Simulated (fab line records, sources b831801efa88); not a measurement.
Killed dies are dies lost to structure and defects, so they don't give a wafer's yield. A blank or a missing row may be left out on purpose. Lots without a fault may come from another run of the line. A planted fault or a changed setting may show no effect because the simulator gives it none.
fab line records | flow sky130
record lots=6 wafers=18 last_day=51
route steps=708 shown VIA4@645 METAL5@661 PAD_OPEN@708
lots that met no fault: from a run of the same line without faults
start_h: hours from the record's first day to the start of the lot's first wafer shown | wait_h: hours since the lot's step before | " the same as in the row above | L1.1+2: a row that stands for several wafers | - no value, or no start given | * or withheld: withheld | < > ~ a bound
route shown NAME@n: a module of which the file shows steps, and the number in the route of the first | usual: mean/standard deviation of fault-free wafers | same: alike in all rows | chamber/n: place in a boat | sites: the reading at each site | _std_site: their standard deviation | _edge_site: outer sites' mean less inner sites' | radius_mm: how far each site lies from the wafer's centre | mask NAME#n: copy n | behind: the tool/chamber that last shaped the wafer | hold: why the lot was held/for how many hours/how that ended | device: the transistor (n, p or np) that didn't switch | end of line: the same wafers' tests at the end of the route | a step without rows: its recipe alone | killed: dies lost to structure and defects at the first sort, not the wafer's yield | map: a wafer's dies, x killed, . not, _ none there
set.NAME: the setting as run; set.NAME@STEP: as run at that earlier step | model.NAME: the simulator's own value behind a step, which no gauge read
lots at some steps of the route; a table a step, a row a wafer
services: from which hour (start_h, from the record's first day; less than 0 if before it) a tool's chamber was out of use, for how many hours, and why
## steps
# step SKY_VIA4_COAT_06
# recipe resist=NOVOLAK spin_rpm=3000 resist_thk_nm=1140
# step SKY_VIA4_SOFTBAKE_07
# recipe temp_c=90 time_s=60 resist=NOVOLAK
# step SKY_VIA4_EXPOSE_08
# recipe mask_id=VIM4 na=0.6 source_shape=conventional sigma_outer=0.6 polarization=unpolarized target_cd_nm=800 dose_mj=132
# step SKY_VIA4_PEB_09
# recipe temp_c=withheld time_s=* resist=NOVOLAK
# step SKY_VIA4_DEVELOP_10
# recipe resist=NOVOLAK developer=TMAH develop_time_s=60 dev_temp_c=23
# step SKY_VIA4_OVL_MEAS_11
# usual VIA4_OVL=-0.4/1.3
# columns lot.wafer tool chamber start_h wait_h VIA4_OVL[nm]
L507.1 overlay-02 - 1029.15 0.1 -1.1
L507.3 " - " " -0.7
L507.6 " - " " -0.7
L515.4 overlay-01 - 1081.34 0.1 1.7
L515.5 " - " " -0.3
L515.6 " - " " -0.6
L516.1 overlay-02 - 1087.25 0.1 -2.1
L516.5 " - " " -1.4
L516.6 " - " " -1.7
L517.1 overlay-02 - 1093.27 0.1 0.1
L517.4 " - " " 0.9
L517.5 " - " " -1.9
L523.1 overlay-01 - 1132.37 0.1 0.1
L523.3 " - " " -1.4
L523.6 " - " " 1.2
L529.1 overlay-01 - 1156.37 0.1 -3.0
L529.2 " - " " -0.8
L529.4 " - " " -2.0
# step SKY_VIA4_ETCH_12
# recipe target=SiO2 chemistry=C4F8/O2/Ar stop_on=TiN mask_material=NOVOLAK source_w=1500 bias_w=1200 pressure_mtorr=40 c4f8_flow_sccm=withheld O2_flow_sccm=6 Ar_flow_sccm=300 time_s=withheld target_depth_a=5800
# usual chamber_pressure_mTorr=39.99/0.034 oes_product_au=0.926/0.0043
# columns lot.wafer tool chamber start_h wait_h chamber_pressure_mTorr oes_product_au
L507.1 rie_diel-03 0 1029.19 0.0 39.97 0.928
L507.3 " 2 " " 39.97 0.924
L507.6 " 3 " " 39.96 0.928
L515.4 rie_diel-04 3 1081.39 0.0 40.00 0.926
L515.5 " 1 " " 40.01 0.922
L515.6 " 0 " " 40.07 0.918
L516.1 rie_diel-03 0 1087.28 0.0 39.97 0.924
L516.5 " 3 " " 40.00 0.930
L516.6 " 2 " " 39.94 0.929
L517.1 rie_diel-04 3 1093.30 0.0 39.99 0.919
L517.4 " 1 " " 39.93 0.925
L517.5 " 2 " " 39.91 0.919
L523.1 rie_diel-01 3 1132.40 0.0 40.03 0.926
L523.3 " 1 " " 39.99 0.925
L523.6 " 3 " " 40.01 0.924
L529.1 rie_diel-03 1 1156.40 0.0 40.04 0.923
L529.2 " 0 " " 39.99 0.925
L529.4 " 1 " " 39.95 0.922
# step SKY_VIA4_STRIP_13
# recipe chemistry=O2/N2 power_w=1400 pressure_mtorr=1500 platen_temp_c=withheld o2_flow_sccm=3000 n2_flow_sccm=300 overash_fraction=0.5
# usual chamber_pressure_mTorr=1500.0/1.3 drypump_motor_current_A=5.6/0.38 oes_product_au=0.709/0.0047 strip_time_to_endpoint_s=12.800/0.024
# columns lot.wafer tool chamber start_h wait_h chamber_pressure_mTorr drypump_motor_current_A oes_product_au rf_hours_counter_h strip_time_to_endpoint_s
L507.1 plasma_asher-03 1 1029.26 - 1499.0 5.2 0.707 87 12.815
L507.3 " 1 " " 1501.4 5.2 0.712 - 12.797
L507.6 " 1 " " 1499.9 5.2 0.708 - 12.781
L515.4 plasma_asher-03 0 1081.46 - 1499.9 5.3 0.701 - 12.770
L515.5 " 0 " " 1499.5 5.3 0.713 - 12.810
L515.6 " 1 " " 1497.5 5.2 0.709 - 12.815
L516.1 plasma_asher-03 1 1087.36 - 1500.2 5.2 0.713 93 12.823
L516.5 " 0 " " 1499.1 5.3 0.701 - 12.769
L516.6 " 1 " " 1501.0 5.2 0.718 - 12.768
L517.1 plasma_asher-03 0 1093.38 - 1498.7 5.3 0.712 94 12.839
L517.4 " 0 " " 1497.1 5.3 0.705 - 12.836
L517.5 " 0 " " 1499.1 5.3 0.703 - 12.770
L523.1 plasma_asher-01 1 1132.48 - 1501.1 5.7 0.713 67 12.826
L523.3 " 1 " " 1500.0 5.7 0.716 - 12.786
L523.6 " 0 " " 1498.4 5.1 0.715 - 12.811
L529.1 plasma_asher-04 0 1156.48 - 1500.4 5.6 0.714 43 12.790
L529.2 " 1 " " 1498.9 6.3 0.702 43 12.838
L529.4 " 1 " " 1500.0 6.3 0.711 - 12.818
# step SKY_VIA4_STRIP_14
# recipe chemistry=post_etch_residue_remover time_s=1200 temp_c=72.5
# step SKY_VIA4_CLEAN_15
# recipe chemistry=IPA time_s=180 temp_c=25
# step SKY_VIA4_CLEAN_16
# recipe chemistry=O3/DIW dry=n2_spin
# step SKY_VIA4_SPUTTER_17
# recipe material=TiN target_thk_nm=20 chamber_pressure_pa=5 power_w=4000 time_s=80
# usual throttle_valve_pct=30.0/0.95
# same time_s=80
# columns lot.wafer tool chamber start_h wait_h throttle_valve_pct
L507.1 pvd_sputter-01 - 1029.85 0.0 29.4
L507.3 " - " " 29.8
L507.6 " - " " 30.4
L515.4 pvd_sputter-03 - 1082.05 0.0 29.3
L515.5 " - " " 29.6
L515.6 " - " " 29.5
L516.1 pvd_sputter-02 - 1088.01 0.0 30.5
L516.5 " - " " 29.1
L516.6 " - " " 29.4
L517.1 pvd_sputter-02 - 1093.97 0.0 27.8
L517.4 " - " " 30.4
L517.5 " - " " 30.6
L523.1 pvd_sputter-03 - 1133.50 0.0 29.6
L523.3 " - " " 30.7
L523.6 " - " " 29.7
L529.1 pvd_sputter-01 - 1157.07 0.0 31.9
L529.2 " - " " 30.6
L529.4 " - " " 29.5
# step SKY_VIA4_CVD_18
# recipe material=W target_thk_nm=505 time_s=152.14 temp_c=400 pressure_torr=40
# usual heater_power_outer_w=485/64 heater_power_w=799/130 susceptor_temp_C=399.96/0.23
# same time_s=152.14
# columns lot.wafer tool chamber start_h wait_h heater_power_outer_w heater_power_w susceptor_temp_C model.W_of_VIA4_CVD_18.thk_nm
L507.1 cvd_w-01 0 1029.91 0.0 387 591 400.32 518
L507.3 " 1 " " 530 863 400.20 502.1
L507.6 " 1 " " 536 861 400.15 506.8
L515.4 cvd_w-02 1 1082.17 0.1 518 905 399.75 502.8
L515.5 " 0 " " 529 890 399.68 516.3
L515.6 " 1 " " 510 904 399.77 504.7
L516.1 cvd_w-02 1 1088.07 0.0 510 890 399.90 497
L516.5 " 1 " " 489 907 400.04 498.5
L516.6 " 0 " " 652 1045 425.66 790.8
L517.1 cvd_w-02 1 1094.03 0.0 505 886 399.63 499.2
L517.4 " 1 " " 502 879 399.49 499.9
L517.5 " 0 " " 641 1031 425.70 797.3
L523.1 cvd_w-01 0 1133.56 0.0 390 613 399.94 507.7
L523.3 " 1 " " 524 877 400.00 498.7
L523.6 " 1 " " 548 860 399.67 499.6
L529.1 cvd_w-01 1 1157.13 0.0 517 875 399.86 498.5
L529.2 " 0 " " 388 609 400.38 509.7
L529.4 " 0 " " 390 610 400.23 509
# step SKY_VIA4_RS_MEAS_19
# recipe thk_meas_gauge=four-point-probe reads=W_of_VIA4_CVD_18+TiN_of_VIA4_SPUTTER_17
# usual VIA4_W_RS=0.226/0.0034
# columns lot.wafer tool chamber start_h wait_h VIA4_W_RS[ohm/sq]
L507.1 film_metro-03 - 1030.07 0.1 0.221
L507.3 " - " " 0.228
L507.6 " - " " 0.226
L515.4 film_metro-02 - 1082.33 0.1 0.227
L515.5 " - " " 0.222
L515.6 " - " " 0.227
L516.1 film_metro-03 - 1088.23 0.1 0.231
L516.5 " - " " 0.230
L516.6 " - " " 0.144
L517.1 film_metro-04 - 1094.18 0.1 0.230
L517.4 " - " " 0.229
L517.5 " - " " 0.143
L523.1 film_metro-02 - 1133.71 0.1 0.225
L523.3 " - " " 0.229
L523.6 " - " " 0.229
L529.1 film_metro-04 - 1157.28 0.1 0.230
L529.2 " - " " 0.224
L529.4 " - " " 0.225
# step SKY_VIA4_THK_MEAS_20
# recipe thk_meas_gauge=xrf reads=W_of_VIA4_CVD_18
# usual VIA4_W_THK=514/8.1
# columns lot.wafer tool chamber start_h wait_h VIA4_W_THK[nm]
L507.1 film_metro-03 - 1030.19 0.1 524
L507.3 " - " " 511
L507.6 " - " " 511
L515.4 film_metro-02 - 1082.42 0.1 510
L515.5 " - " " 525
L515.6 " - " " 509
L516.1 film_metro-03 - 1088.35 0.1 502
L516.5 " - " " 504
L516.6 " - " " 795
L517.1 film_metro-04 - 1094.30 0.1 505
L517.4 " - " " 511
L517.5 " - " " 819
L523.1 film_metro-02 - 1133.83 0.1 522
L523.3 " - " " 510
L523.6 " - " " 508
L529.1 film_metro-04 - 1157.40 0.1 504
L529.2 " - " " 521
L529.4 " - " " 519
# step SKY_VIA4_CMP_21
# recipe stop_on=SiO2 t_overpolish_s=25 down_force_psi=3.5 platen_rpm=60 target_thk_nm=0 pad_velocity_m_s=0.94248
# usual motor_current_A=11.2/1.6 slurry_filter_dp_kPa=13.49/0.12 time_to_endpoint_s=123/4.1
# columns lot.wafer tool chamber start_h wait_h motor_current_A slurry_filter_dp_kPa time_to_endpoint_s
L507.1 cmp-02 0 1030.30 0.1 8.5 13.35 130
L507.3 " 1 " " 11.7 13.65 127
L507.6 " 0 " " 8.3 13.44 128
L515.4 cmp-01 1 1082.45 0.0 12.0 13.60 121
L515.6 " 1 " " 11.6 13.33 127
L515.5 " 2 " " 11.5 13.55 132
L516.1 cmp-01 1 1088.56 0.2 11.3 13.41 119
L516.5 " 2 " " 11.3 13.49 125
L516.6 " 3 " " 11.7 13.31 199
L517.1 cmp-01 0 1094.46 0.1 11.3 13.39 122
L517.4 " 1 " " 11.7 13.38 118
L517.5 " 2 " " 11.3 13.42 194
L523.3 cmp-02 3 1133.94 0.1 13.3 13.68 116
L523.1 " 1 " " 11.6 13.53 121
L523.6 " 2 " " 11.4 13.48 119
L529.2 cmp-02 0 1157.92 0.5 8.6 13.33 125
L529.4 " 1 " " 11.8 13.31 130
L529.1 " 3 " " 13.2 13.27 123
# step SKY_METAL5_SPUTTER_00
# recipe material=Ti target_thk_nm=15 power_w=3000 time_s=10 chamber_pressure_pa=0.4
# usual throttle_valve_pct=29.5/0.85
# same time_s=10
# columns lot.wafer tool chamber start_h wait_h throttle_valve_pct
L507.1 pvd_sputter-03 - 1030.55 0.2 29.7
L507.3 " - " " 29.5
L507.6 " - " " 30.7
L515.4 pvd_sputter-04 - 1082.75 0.2 28.8
L515.5 " - " " 30.2
L515.6 " - " " 28.5
L516.1 pvd_sputter-02 - 1088.71 0.1 29.0
L516.5 " - " " 28.9
L516.6 " - " " 27.8
L517.1 pvd_sputter-02 - 1094.66 0.1 29.0
L517.4 " - " " 30.5
L517.5 " - " " 29.4
L523.1 pvd_sputter-02 - 1134.19 0.1 30.4
L523.3 " - " " 29.4
L523.6 " - " " 27.7
L529.1 pvd_sputter-02 - 1158.22 0.1 29.0
L529.2 " - " " 29.0
L529.4 " - " " 27.4
# step SKY_PAD_OPEN_PROBE_99
# usual defect_limited_yield=82.8/2.1 killed_at_M0_to_M3=43/7.3 killed_at_M4_up=3.4/2.1 killed_at_contacts=24/5.9 killed_at_front_end=14/4 killed_at_other=0.3/0.54 killed_dies=85/10 killed_open=46/7.7 killed_short=38/6 sort_bin_3_pad_short=0.8/0.48 sort_bin_5_function=10.2/1.7 sort_bin_6_memory=6.2/1.1 sort_n_pass=407/10 sort_yield_pct=82.8/2.1
# same gross_dies=492 killed_at_back_side=0 sort_bin_4_leakage[%]=0 sort_bin_8_speed[%]=0
# columns lot.wafer tool chamber start_h wait_h defect_limited_yield[%] killed_at_M0_to_M3 killed_at_M4_up killed_at_contacts killed_at_front_end killed_at_other killed_dies killed_open killed_short sort_bin_3_pad_short[%] sort_bin_5_function[%] sort_bin_6_memory[%] sort_n_pass sort_yield_pct[%]
L507.1 prober-02 - 1100.16 0.1 83.1 39 4 26 14 0 83 38 45 0.8 10.8 5.3 409 83.1
L507.3 prober-02 - 1100.26 0.2 81.3 39 13 23 17 0 92 54 38 0.4 9.8 8.5 400 81.3
L507.6 prober-02 - 1100.41 0.2 83.3 38 2 24 18 0 82 47 35 0.2 8.7 7.7 410 83.3
L515.4 prober-02 - 1147.00 0.2 85.0 54 2 7 11 0 74 41 33 0.6 7.5 6.9 418 85.0
L515.5 prober-02 - 1147.05 0.2 82.9 43 5 22 14 0 84 44 40 1.6 10.0 5.5 408 82.9
L515.6 prober-02 - 1147.10 0.2 79.9 45 3 28 23 0 99 52 47 0.6 14.4 5.1 393 79.9
L516.1 prober-01 - 1152.14 0.1 84.8 41 4 18 11 1 75 39 35 1.2 8.3 5.7 417 84.8
L516.5 prober-01 - 1152.34 0.2 86.0 34 6 15 14 0 69 31 38 1.2 9.3 3.5 423 86.0
L516.6 prober-01 - 1152.39 0.2 83.5 42 4 21 14 0 81 48 32 0.2 8.9 7.3 411 83.5
L517.1 prober-02 - 1157.77 0.1 82.3 45 1 27 14 0 87 49 38 1.0 10.6 6.1 405 82.3
L517.4 prober-02 - 1157.92 0.2 80.7 43 2 32 18 0 95 50 44 1.8 12.0 5.5 397 80.7
L517.5 prober-02 - 1157.97 0.2 85.2 42 0 15 16 0 73 41 31 0 8.7 6.1 419 85.2
L523.1 prober-02 - 1192.42 0.1 81.5 47 6 22 15 1 91 50 41 0.4 11.0 7.1 401 81.5
L523.3 prober-02 - 1192.52 0.2 82.7 51 4 19 10 1 85 39 46 1.8 8.9 6.5 407 82.7
L523.6 prober-02 - 1192.67 0.2 83.9 36 1 23 18 1 79 42 35 0.4 9.6 6.1 413 83.9
L529.1 prober-02 - 1213.63 0.1 84.1 42 5 16 14 1 78 41 37 1.2 8.9 5.7 414 84.1
L529.2 prober-02 - 1213.68 0.1 85.4 32 5 18 16 1 72 38 33 1.4 7.3 5.9 420 85.4
L529.4 prober-02 - 1213.78 0.2 80.7 55 1 18 21 0 95 46 49 2.4 10.0 6.9 397 80.7
# killed by level:class
L507.1 CONTACT:geometric_particle:open=9 METAL2:geometric_particle:short=8 LI_CONTACT:geometric_particle:open=6 METAL3:geometric_particle:short=6 LOCAL_INTERCONNECT:geometric_particle:short=5 CONTACT:geometric_particle:short=5 VIA2:geometric_particle:open=5 VIA2:geometric_particle:short=4
L507.3 VIA1:geometric_particle:open=11 LI_CONTACT:geometric_particle:open=10 VIA2:geometric_particle:open=9 METAL4:geometric_particle:short=8 FIELD_ISO:geometric_particle:short=6 CONTACT:geometric_particle:short=6 CONTACT:geometric_particle:open=6 METAL1:geometric_particle:short=5
L507.6 LI_CONTACT:geometric_particle:open=11 CONTACT:geometric_particle:open=7 VIA1:geometric_particle:open=7 METAL2:geometric_particle:short=7 VIA2:geometric_particle:short=6 VIA3:geometric_particle:open=5 FIELD_ISO:geometric_particle:open=4 FIELD_ISO:geometric_particle:short=4
L515.4 VIA1:geometric_particle:open=19 VIA1:geometric_particle:short=7 FIELD_ISO:geometric_particle:short=6 METAL1:geometric_particle:short=5 VIA2:geometric_particle:open=5 METAL1:geometric_particle:open=4 VIA3:geometric_particle:open=4 LI_CONTACT:geometric_particle:open=3
L515.5 VIA1:geometric_particle:open=11 LI_CONTACT:geometric_particle:open=10 METAL1:geometric_particle:short=7 FIELD_ISO:geometric_particle:short=6 CONTACT:geometric_particle:open=5 METAL2:geometric_particle:short=5 VIA1:geometric_particle:short=4 POLY_GATE:geometric_particle:short=3
L515.6 VIA1:geometric_particle:open=11 CONTACT:geometric_particle:open=10 METAL2:geometric_particle:short=8 VIA2:geometric_particle:open=7 FIELD_ISO:geometric_particle:open=6 FIELD_ISO:geometric_particle:short=5 POLY_GATE:geometric_particle:short=5 LI_CONTACT:geometric_particle:short=5
L516.1 VIA1:geometric_particle:open=9 VIA3:geometric_particle:open=8 VIA2:geometric_particle:open=6 CONTACT:geometric_particle:open=5 VIA3:geometric_particle:short=5 LOCAL_INTERCONNECT:geometric_particle:short=4 LI_CONTACT:geometric_particle:open=4 CONTACT:geometric_particle:short=4
L516.5 VIA1:geometric_particle:open=8 METAL2:geometric_particle:short=8 POLY_GATE:geometric_particle:short=7 CONTACT:geometric_particle:open=7 LI_CONTACT:geometric_particle:open=5 VIA1:geometric_particle:short=4 FIELD_ISO:geometric_particle:short=3 METAL1:geometric_particle:short=3
L516.6 CONTACT:geometric_particle:open=10 VIA3:geometric_particle:open=10 VIA1:geometric_particle:open=9 FIELD_ISO:geometric_particle:short=5 METAL1:geometric_particle:short=5 VIA1:geometric_particle:short=5 LI_CONTACT:geometric_particle:open=4 METAL2:geometric_particle:short=4
L517.1 CONTACT:geometric_particle:open=15 VIA1:geometric_particle:open=9 VIA3:geometric_particle:open=8 VIA2:geometric_particle:open=7 METAL1:geometric_particle:short=7 FIELD_ISO:geometric_particle:short=6 CONTACT:geometric_particle:short=6 VIA1:geometric_particle:short=5
L517.4 VIA1:geometric_particle:open=18 CONTACT:geometric_particle:open=14 CONTACT:geometric_particle:short=7 VIA1:geometric_particle:short=6 METAL3:geometric_particle:short=5 FIELD_ISO:geometric_particle:short=4 POLY_GATE:geometric_particle:short=4 LI_CONTACT:geometric_particle:short=4
L517.5 VIA1:geometric_particle:open=13 POLY_GATE:geometric_particle:short=6 VIA3:geometric_particle:open=6 CONTACT:geometric_particle:open=5 METAL3:geometric_particle:short=5 FIELD_ISO:geometric_particle:open=4 METAL1:geometric_particle:short=4 POLY_GATE:geometric_particle:open=3
L523.1 VIA1:geometric_particle:open=11 CONTACT:geometric_particle:open=10 VIA2:geometric_particle:open=8 VIA3:geometric_particle:open=8 FIELD_ISO:geometric_particle:short=5 LOCAL_INTERCONNECT:geometric_particle:short=5 METAL1:geometric_particle:short=5 METAL2:geometric_particle:short=5
L523.3 VIA3:geometric_particle:open=9 CONTACT:geometric_particle:open=8 VIA2:geometric_particle:open=7 METAL2:geometric_particle:short=6 CONTACT:geometric_particle:short=6 METAL1:geometric_particle:short=5 VIA1:geometric_particle:open=5 VIA3:geometric_particle:short=5
L523.6 CONTACT:geometric_particle:open=11 VIA1:geometric_particle:open=11 FIELD_ISO:geometric_particle:short=7 VIA3:geometric_particle:open=6 LI_CONTACT:geometric_particle:open=6 METAL2:geometric_particle:short=4 FIELD_ISO:geometric_particle:open=3 POLY_GATE:geometric_particle:open=3
L529.1 METAL2:geometric_particle:short=8 VIA3:geometric_particle:open=8 CONTACT:geometric_particle:open=7 POLY_GATE:geometric_particle:open=6 VIA1:geometric_particle:open=6 VIA1:geometric_particle:short=5 METAL1:geometric_particle:short=5 LOCAL_INTERCONNECT:geometric_particle:short=4
L529.2 VIA2:geometric_particle:open=7 FIELD_ISO:geometric_particle:open=6 METAL2:geometric_particle:short=6 LI_CONTACT:geometric_particle:open=5 VIA1:geometric_particle:open=5 VIA3:geometric_particle:open=5 POLY_GATE:geometric_particle:open=4 LI_CONTACT:geometric_particle:short=4
L529.4 VIA1:geometric_particle:open=9 METAL1:geometric_particle:short=8 FIELD_ISO:geometric_particle:short=8 VIA3:geometric_particle:open=8 METAL2:geometric_particle:short=7 VIA2:geometric_particle:open=7 CONTACT:geometric_particle:open=6 FIELD_ISO:geometric_particle:open=5
## services
# columns tool chamber start_h hours kind
pvd_sputter-02 - 1010.82 1.4 repair
rie_diel-04 - 1014.13 28.1 pm
pvd_sputter-04 - 1025.43 6.6 repair
rie_diel-03 1 1030.13 9.6 repair
pvd_sputter-04 - 1034.96 6.0 repair
cmp-01 - 1047.07 0.5 repair
rie_diel-04 3 1057.91 7.5 repair
cmp-01 - 1063.15 8.4 pm
rie_diel-04 2 1079.78 7.6 repair
cmp-02 - 1084.00 4.0 pm
cmp-02 - 1089.97 0.2 repair
cmp-02 - 1091.01 1.2 repair
cmp-01 - 1103.97 0.9 repair
pvd_sputter-02 - 1104.95 2.0 repair
cmp-01 - 1113.85 1.1 repair
cvd_w-02 1 1114.03 13.5 repair
rie_diel-03 2 1133.02 4.3 repair
rie_diel-03 1 1137.60 12.5 repair
cmp-01 - 1137.91 0.8 repair
cmp-01 - 1143.12 8.5 repair
cvd_w-02 1 1146.28 6.0 repair
rie_diel-03 3 1146.62 14.6 repair
cmp-01 - 1153.51 5.4 repair
cvd_w-01 - 1153.52 2.8 pm
## key
first_sign step=SKY_VIA4_CVD_18 reading=susceptor_temp_C direction=up sigmas=99+ usual=* struck=*
effect step=SKY_VIA4_RS_MEAS_19 reading=VIA4_W_RS direction=down sigmas=24 usual=0.226 struck=0.144
effect step=SKY_VIA4_THK_MEAS_20 reading=VIA4_W_THK direction=up sigmas=36 usual=514 struck=807
effect step=SKY_VIA4_CMP_21 reading=time_to_endpoint_s direction=up sigmas=18 usual=* struck=*
model_effect step=SKY_VIA4_CVD_18 value=W_of_VIA4_CVD_18.thk_nm without=508.5 struck=794.1
met_at SKY_VIA4_CVD_18
struck_wafers L516.6,L517.5
onset_between 1082.17 1088.07
fault kind=process_parameter_drift tool=cvd_w-02 chamber=0 onset_h=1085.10 steps=SKY_VIA4_CVD_18 channel=temp_c offset=* shape=step end_h=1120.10 acts_in=* stated=*
